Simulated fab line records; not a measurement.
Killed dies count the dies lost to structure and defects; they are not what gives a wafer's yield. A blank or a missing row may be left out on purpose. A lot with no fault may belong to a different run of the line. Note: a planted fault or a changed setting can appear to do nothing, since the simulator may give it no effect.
Which tool was responsible? || flow gf180mcu || at 1 step of a route of 602, 15 lots with 45 wafers sampled

WHAT THE GAUGES SHOWED, per wafer
GF_CONTACT_CD_MEAS_14: the cd target is 220 nm.
{"lot": "L714", "measured": "day 16 08:16", "on": "cd_sem-02", "cd_nm (nm)": "219.8 219.3 219.7"}
{"lot": "L715", "measured": "day 16 18:35", "on": "cd_sem-01", "cd_nm (nm)": "219.3 220.3 219.9"}
{"lot": "L716", "measured": "day 16 21:38", "on": "cd_sem-01", "cd_nm (nm)": "218.6 218.3 218.3"}
{"lot": "L717", "measured": "day 17 16:55", "on": "cd_sem-01", "cd_nm (nm)": "222.4 221.2 220.3"}
{"lot": "L719", "measured": "day 18 02:40", "on": "cd_sem-02", "cd_nm (nm)": "220.6 222.0 221.0"}
{"lot": "L720", "measured": "day 18 06:35", "on": "cd_sem-01", "cd_nm (nm)": "220.1 221.6 221.8"}
{"lot": "L721", "measured": "day 19 04:07", "on": "cd_sem-01", "cd_nm (nm)": "219.2 218.6 220.6"}
{"lot": "L722", "measured": "day 19 07:11", "on": "cd_sem-02", "cd_nm (nm)": "222.1 222.1 222.5"}
{"lot": "L723", "measured": "day 19 20:23", "on": "cd_sem-01", "cd_nm (nm)": "221.6 220.9 221.2"}
{"lot": "L724", "measured": "day 20 02:16", "on": "cd_sem-01", "cd_nm (nm)": "221.4 222.5 222.4"}
{"lot": "L725", "measured": "day 20 14:55", "on": "cd_sem-01", "cd_nm (nm)": "218.3 219.4 219.0"}
{"lot": "L732", "measured": "day 22 15:52", "on": "cd_sem-01", "cd_nm (nm)": "223.1 222.7 223.3"}
{"lot": "L734", "measured": "day 23 07:34", "on": "cd_sem-02", "cd_nm (nm)": "221.9 223.2 223.0"}
{"lot": "L735", "measured": "day 23 14:23", "on": "cd_sem-02", "cd_nm (nm)": "221.8 221.1 221.9"}
{"lot": "L736", "measured": "day 23 21:04", "on": "cd_sem-01", "cd_nm (nm)": "217.8 218.0 217.6"}

WHAT TOOL EACH LOT RAN ON (gives the tool, then ch and the chambers of the sampled wafers, and finally the start)
No process step before these readings appears in the record.

WHAT THE TOOLS THEMSELVES READ (means of the sampled wafers that have a number; where no wafer has one, the mark that the record gives instead)
The record holds no such reading with a usual standard deviation.

THE ANSWER, worked out from the rows above alone
Rule: the lots themselves supply what counts as usual. Put in order of their means at a reading, lots are off if they are a third of the lots or fewer, leave a main group of 4 or more, and stand apart from it by a gap of 3 or more times the standard deviation of the main group's means; of several such gaps the widest counts. Not used: any main group whose means are identical at the precision the tables above print for the reading. Also off: a lot with no number at a reading for which 4 or more lots have one. Where the step has rows for the other lots, those lots are counted as sound. After the gauges, taken in route order, come the tools' own readings; for these a lot's mean is taken, as printed above. At the first step where some lot is off, the reading lying furthest off is the one used; lots without a number count as furthest.
Nothing can be told from this: no lot is off at any reading shown.

WHAT THE SIMULATOR PUT IN
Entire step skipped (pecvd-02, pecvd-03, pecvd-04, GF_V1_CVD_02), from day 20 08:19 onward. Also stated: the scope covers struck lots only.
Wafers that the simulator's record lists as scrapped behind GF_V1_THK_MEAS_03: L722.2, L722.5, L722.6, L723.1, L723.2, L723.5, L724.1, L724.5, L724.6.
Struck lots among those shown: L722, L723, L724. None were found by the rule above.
